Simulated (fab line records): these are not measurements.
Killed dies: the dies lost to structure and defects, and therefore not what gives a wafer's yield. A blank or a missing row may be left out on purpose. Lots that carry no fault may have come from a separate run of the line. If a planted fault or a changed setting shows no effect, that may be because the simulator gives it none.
A lot that was struck, set against a sound lot ; flow gf180mcu ; 14 steps out of a route of 602
Sound: the wafers L632.1, L632.2, L632.4. Wafers L623.1, L623.3, L623.6 were the ones struck. The cause is given at the end.
For every step that has rows: the tool of each side, followed by ch and its chambers, followed by its first start. Under that, the readings that differ: sound wafers ; struck wafers ; difference of the means ; sigmas: that difference in standard deviations of wafers without a fault.
alike: readings with means less than 2 such deviations apart, plus words and numbers identical on both sides. not compared: withheld readings, readings lacking a value on some wafer, bounds such as >300 that could conceal the same value, and numbers that have no deviation in the record and whose values overlap.
The two part at a step that has a row with sigmas, a row that says differs or no value, or rows on one side only. When numbers do not overlap yet have no deviation, they are printed without sigmas and do not part them. A reading missing from all wafers of one side parts the sides only when that side holds two or more wafers.

first, 2 steps without rows for these wafers: GF_M5_CLEAN_13 (cleans in DIW); GF_V5_CVD_00 (deposits SiO2, target thk 300 nm, time 50 s).
GF_V5_THK_MEAS_01:
  sound on film-metro-04 at day 32 19:37; struck on film-metro-03 at day 30 12:07
  alike: V5_CVD_00_THK
GF_V5_CVD_02: deposits SiO2 from TEOS, target thk 1450 nm, time 163.28 s.
  sound on pecvd-04 ch 1,2, day 32 19:40; struck on pecvd-04 ch 1,2, day 30 12:11
  alike: heater-power-w, susceptor-temp-C
GF_V5_THK_MEAS_03:
  sound on film-metro-03 at day 32 19:50; struck on film-metro-04 at day 30 12:17
  alike: V5_CVD_02_THK
GF_V5_CMP_04: polishes SiO2.
  sound on cmp-02 ch 0,1,3, day 32 21:39; struck on cmp-01 ch 0,1,3, day 30 13:11
  alike: motor-current-A, platen-rpm
GF_V5_BOW_MEAS_05:
  sound on film-metro-04 at day 32 21:54; struck on film-metro-04 at day 30 13:26
  alike: V5_BOW
then, 5 steps without rows for these wafers: GF_V5_DEHYDRATE_06 (time 60 s); GF_V5_HMDS_07 (prime time 60 s); GF_V5_COAT_08; GF_V5_COAT_09 (resist thk 1000 nm); GF_V5_SOFTBAKE_10 (time 60 s).
GF_V5_EXPOSE_11: exposes mask Via5, target cd 260 nm.
  struck on krf-scanner-01, day 30 22:29; sound on krf-scanner-01 ch 0, day 33 05:22
  no value came back on the struck wafers for any of 5 readings (exposure-dose-mJ-cm2, focus-offset-nm (nm) and others); on the sound wafers exposure-dose-mJ-cm2 reads 37.97 37.97 37.98
  alike: mask
then, 1 step without rows for these wafers: GF_V5_PEB_12 (peb time 90 s).

## WHERE THEY PART
Only at GF_V5_EXPOSE_11, within this record.

WHY: what had been put in by the simulator
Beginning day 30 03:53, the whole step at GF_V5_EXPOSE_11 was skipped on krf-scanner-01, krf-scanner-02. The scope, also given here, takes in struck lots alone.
